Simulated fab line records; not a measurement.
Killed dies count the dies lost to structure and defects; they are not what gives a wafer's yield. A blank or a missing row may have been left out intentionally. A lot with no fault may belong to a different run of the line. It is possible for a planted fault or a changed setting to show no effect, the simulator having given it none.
2 desks, one fault	flow sky130	each desk has only its own numbers; what lay behind them comes last

## FROM THE METROLOGY DESK
Means of the sampled wafers that have a number, per lot and without regard to the tool the lot ran on: this is what the gauges read. Any lot whose mean is over 4 standard deviations away from the usual mean is out of limits and marked OUT; that distance is given in the brackets.
Columns: A = LI_CONTACT_OVL at SKY_LI_CONTACT_OVL_MEAS_13, usual 0 nm; B = LI_CONTACT_W_RS at SKY_LI_CONTACT_RS_MEAS_22, usual 0.287 ohm/sq; C = LI_CONTACT_W_THK at SKY_LI_CONTACT_THK_MEAS_23, usual 409 nm; D = LOCAL_INTERCONNECT_TIN_RS at SKY_LOCAL_INTERCONNECT_RS_MEAS_01, usual 14.22 ohm/sq; E = LOCAL_INTERCONNECT_TIN_THK at SKY_LOCAL_INTERCONNECT_THK_MEAS_02, usual 99.8 nm; F = cd-nm at SKY_LOCAL_INTERCONNECT_CD_MEAS_11, usual 170.3 nm; G = LOCAL_INTERCONNECT_OVL at SKY_LOCAL_INTERCONNECT_OVL_MEAS_12, usual -2 nm
lot	first seen here	A	B	C	D	E	F	G
L987	day 30 17:08	-7	0.288	415	14.10	101.3	169.2	-5
L988	day 31 07:44	-1	0.291	396	14.30	98.7	168.5	-6
L997	day 34 00:56	-3	0.286	414	14.20	99.1	170.8	3
L998	day 34 13:32	-2	0.288	413	14.37	99.8	170.6	6
L100	day 35 03:12	3	0.290	396	14.19	100.5	169.5	3
L105	day 36 06:58	6	0.290	400	14.30	100.3	171.3	-6
Result from this desk: across the 6 lots, nothing is out of limits.

## FOR THE TOOL OWNER'S DESK: pvd-sputter-02
The tool's own readings at SKY_LOCAL_INTERCONNECT_SPUTTER_00 (material TiN, target thk 100 nm, time 83.3 s): means of the sampled wafers that have a number, for each lot that ran on this tool. Any lot whose mean is over 4 standard deviations away from the usual mean is out of limits and marked OUT; that distance is given in the brackets.
Columns: A = throttle-valve-pct at SKY_LOCAL_INTERCONNECT_SPUTTER_00, usual 30.1 %
lot	first seen here	A
L987	day 30 18:20	29.7
L997	day 34 02:08	29.7
L998	day 34 14:44	29.3
Result from this desk: across the 3 lots, nothing is out of limits.

## BROUGHT TOGETHER
Nothing out of limits was seen by the metrology desk.
The tool owner's desk saw nothing out of limits.

## WHAT WAS PUT IN BY THE SIMULATOR
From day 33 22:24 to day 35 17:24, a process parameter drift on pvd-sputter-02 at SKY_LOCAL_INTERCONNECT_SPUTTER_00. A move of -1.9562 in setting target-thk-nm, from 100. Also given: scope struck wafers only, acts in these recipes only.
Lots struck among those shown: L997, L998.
